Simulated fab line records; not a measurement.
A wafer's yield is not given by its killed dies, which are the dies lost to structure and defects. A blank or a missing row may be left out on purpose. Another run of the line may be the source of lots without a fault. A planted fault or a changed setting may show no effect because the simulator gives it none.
Matching of chambers    flow sky130    SKY_CONTACT_HDPCVD_02 on hdpcvd-02: 3 sister chambers
The step deposits SiO2, target thk 565 nm, time 94.2 s. 3 wafers are shown with their chamber, then 7 later ones without.

## WAFERS PAIRED WITH THEIR CHAMBERS
wafer   chamber  run_length_s (s)
L567.4  2        122.1
L568.3  1        121.6
L568.6  0        121.6

## WAFERS WHOSE CHAMBER IS MISSING
wafer   run_length_s (s)
L570.4  121.6
L581.1  122.1
L581.3  122.2
L581.4  121.7
L582.1  122.0
L582.3  122.2
L582.5  121.8

## WHICH CHAMBER EACH WENT THROUGH
wafer    from the rows above            in truth
L570.4   can't be placed: 0 or 1        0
L581.1   2                              2
L581.3   2                              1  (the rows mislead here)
L581.4   can't be placed: 0 or 1        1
L582.1   2                              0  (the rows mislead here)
L582.3   2                              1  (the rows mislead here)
L582.5   can't be placed: 0 or 1 or 2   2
Placed correctly: 1 of 7. Unplaceable from these rows: 3, with the true chamber sitting among the candidates in 3. Wrongly placed: 3.
How it was worked out, from the rows above alone: a wafer's distance from a chamber is the root of the sum, over the readings, of the square of ((its reading less the chamber's mean) divided by the reading's scatter). The wafer belongs to the nearest chamber; if the next one is less than 2 further off, it can't be placed. The mean given for a chamber averages the wafers shown for that chamber. The scatter: with one shown wafer a chamber, the root of the mean of the squares of how far each hidden wafer lies from its nearest shown one.
